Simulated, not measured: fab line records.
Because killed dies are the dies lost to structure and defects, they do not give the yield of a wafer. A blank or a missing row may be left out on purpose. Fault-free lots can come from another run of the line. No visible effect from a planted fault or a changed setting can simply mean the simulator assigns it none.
The tool behind it: which one? | flow sky130 | 39 wafers from 13 lots sampled at 5 of the route's 708 steps

== WHAT THE GAUGES SHOWED, per wafer ==
SKY_NWELL_RS_MEAS_29: uses a four-point probe to measure.
lot  | measured     | on            | NWELL_RS (ohm/sq)
L581 | day 5 09:47  | film metro-02 | 625.7 627.2 627.0
L583 | day 5 20:39  | film metro-03 | 623.2 623.5 624.4
L584 | day 6 03:05  | film metro-04 | 626.8 626.4 625.9
L585 | day 6 07:43  | film metro-02 | 625.5 627.7 625.9
L586 | day 6 21:58  | film metro-04 | 623.8 622.4 624.2
L590 | day 7 17:37  | film metro-02 | 623.8 623.5 624.4
L592 | day 8 08:59  | film metro-04 | 627.8 623.9 624.2
L593 | day 8 09:50  | film metro-03 | 625.6 623.8 623.0
L594 | day 8 16:11  | film metro-03 | 620.1 623.2 622.5
L596 | day 9 01:40  | film metro-02 | 625.4 625.2 624.2
L599 | day 10 01:09 | film metro-02 | 626.0 624.0 621.3
L600 | day 10 05:16 | film metro-02 | 626.0 625.0 624.5
L604 | day 11 05:07 | film metro-02 | 623.8 624.7 624.5

SKY_VT_ADJUST_LVTN_TW_MEAS_21.
lot  | measured     | on            | VT_ADJUST_LVTN_2_TW
L581 | day 7 20:32  | film metro-02 | 185.8 186.2 185.4
L583 | day 8 08:36  | film metro-01 | 190.2 190.4 190.6
L584 | day 8 16:16  | film metro-02 | 186.4 184.4 186.5
L585 | day 8 20:13  | film metro-01 | 189.9 190.2 190.4
L586 | day 9 11:26  | film metro-01 | 189.5 190.2 189.6
L590 | day 10 10:08 | film metro-02 | 187.7 187.7 187.4
L592 | day 11 03:49 | film metro-02 | 224.3 225.3 224.4 224.7 225.2 225.9
L593 | day 11 03:49 | film metro-04 | 188.2 187.9 188.7
L594 | day 11 11:38 | film metro-02 | 224.7 226.4 224.5 225.2 226.3 226.5
L596 | day 11 22:26 | film metro-04 | 189.1 188.8 189.0
L599 | day 13 00:02 | film metro-01 | 232.3 232.8 232.4 232.5 232.3 232.9
L600 | day 13 05:32 | film metro-02 | 187.3 186.5 185.6
L604 | day 14 07:42 | film metro-01 | 190.2 190.0 190.8

SKY_VT_ADJUST_HVTR_OVL_MEAS_08.
lot  | measured     | on         | VT_ADJUST_HVTR_OVL (nm)
L581 | day 9 14:49  | overlay-01 | -0.7 -0.8 -2.3
L583 | day 10 03:32 | overlay-02 | 2.2 1.5 -1.1
L584 | day 10 10:56 | overlay-02 | 0.5 1.3 -0.3
L585 | day 10 16:05 | overlay-02 | 1.1 0.9 -0.1
L586 | day 11 08:42 | overlay-02 | 1.7 0.7 1.2
L590 | day 12 08:36 | overlay-02 | -1.9 -2.3 -2.2
L592 | day 13 03:12 | overlay-02 | 1.4 2.8 0.7
L593 | day 13 04:24 | overlay-02 | -0.2 -0.2 -1.0
L594 | day 13 11:38 | overlay-02 | 3.0 1.6 2.6
L596 | day 13 23:37 | overlay-01 | -2.2 0.4 -1.3
L599 | day 15 03:38 | overlay-01 | -2.0 -0.6 0.1
L600 | day 15 10:24 | overlay-02 | 1.9 2.5 3.2
L604 | day 16 14:24 | overlay-02 | 2.2 2.7 0.8

== EACH LOT AND THE TOOL THAT RAN IT (in order: tool; ch and the chambers of the sampled wafers; start) ==
lot  | SKY_FIELD_ISO_CMP_27         | SKY_VT_ADJUST_LVTN_IMPLANT_19
L581 | cmp-02 ch 0,1,3, day 2 12:43 | implanter-01 ch 0, day 7 20:17
L583 | cmp-02 ch 0,1,2, day 2 21:42 | implanter-03 ch 0, day 8 08:22
L584 | cmp-01 ch 0,1,3, day 3 02:55 | implanter-04 ch 0, day 8 16:01
L585 | cmp-02 ch 0,1,3, day 3 08:08 | implanter-03 ch 0, day 8 19:58
L586 | cmp-02 ch 0,3, day 3 18:02   | implanter-01 ch 0, day 9 11:11
L590 | cmp-01 ch 2,3, day 4 09:29   | implanter-04 ch 0, day 10 09:53
L592 | cmp-02 ch 0,2,3, day 5 00:26 | implanter-03 ch 0, day 11 03:15
L593 | cmp-01 ch 0,2,3, day 5 01:03 | implanter-01 ch 0, day 11 03:36
L594 | cmp-01 ch 0,2,3, day 5 05:44 | implanter-04 ch 0, day 11 11:04
L596 | cmp-01 ch 2,3, day 5 15:31   | implanter-04 ch 0, day 11 22:11
L599 | cmp-02 ch 0,1,2, day 6 09:58 | implanter-01 ch 0, day 12 23:29
L600 | cmp-01 ch 1,2,3, day 6 15:55 | implanter-01 ch 0, day 13 05:20
L604 | cmp-01 ch 0,3, day 7 10:15   | implanter-04 ch 0, day 14 07:27
- SKY_FIELD_ISO_CMP_27: polishes, stops on Si3N4, t overpolish 16 s, target thk 457.8 nm.
- SKY_VT_ADJUST_LVTN_IMPLANT_19

== WHAT THE TOOLS THEMSELVES READ (means of the sampled wafers that have a number; where no wafer has one, the mark that the record gives instead) ==
SKY_FIELD_ISO_CMP_27.
lot  | tool   | edge zone pressure frac | motor current A (A) | overpolish run s (s) | retaining ring pressure frac | time to endpoint s (s)
L581 | cmp-02 | 1.006                   | 11.3                | 16.000               | 0.993                        | 114
L583 | cmp-02 | 1.002                   | 11.2                | 16.009               | 1.003                        | 111
L584 | cmp-01 | 1.007                   | 12.1                | 16.002               | 1.008                        | 115
L585 | cmp-02 | 1.002                   | 10.9                | 15.997               | 1.001                        | 114
L586 | cmp-02 | 1.000                   | 10.8                | 15.998               | 1.002                        | 110
L590 | cmp-01 | 1.003                   | 12.0                | 16.004               | 1.006                        | 117
L592 | cmp-02 | 0.998                   | 12.0                | 16.000               | 0.999                        | 115
L593 | cmp-01 | 1.004                   | 11.9                | 15.996               | 1.002                        | 113
L594 | cmp-01 | 1.002                   | 11.7                | 15.995               | 0.992                        | 109
L596 | cmp-01 | 1.000                   | 12.8                | 16.002               | 1.002                        | 117
L599 | cmp-02 | 1.000                   | 11.8                | 16.003               | 1.005                        | 111
L600 | cmp-01 | 1.000                   | 12.4                | 16.005               | 0.998                        | 119
L604 | cmp-01 | 1.000                   | 12.8                | 16.003               | 0.997                        | 117

== THE ANSWER, worked out from the rows above alone ==
Rule: usual is defined by the lots themselves. The widest of any qualifying gaps counts: lots, ordered by their means at a reading, are off when they make up no more than a third of the lots, leave a main group of 4 or more, and stand apart from it by 3 or more times the standard deviation of that group's means. A main group whose means are all the same, to the digits that the tables above print for the reading, isn't used. A lot without any number at a reading at which 4 lots or more have one is off too. All remaining lots with rows at the step are treated as sound. First the gauges in route order, then the tools' own readings, where a lot's mean is used as printed above. At the first step where some lot is off, the reading lying furthest off is the one used; lots without a number count as furthest.
Off: at SKY_VT_ADJUST_LVTN_TW_MEAS_21 (VT_ADJUST_LVTN_2_TW), L592, L594, L599. Main group: mean 188.4, sd 1.8.
A tool fits if, at a process step before that reading, it ran every lot that is off, and no sound lot after the first of them. The gauges at SKY_VT_ADJUST_LVTN_TW_MEAS_21 are tried like those tools. None of those tried fits.

== WHAT THE SIMULATOR HAD INSERTED ==
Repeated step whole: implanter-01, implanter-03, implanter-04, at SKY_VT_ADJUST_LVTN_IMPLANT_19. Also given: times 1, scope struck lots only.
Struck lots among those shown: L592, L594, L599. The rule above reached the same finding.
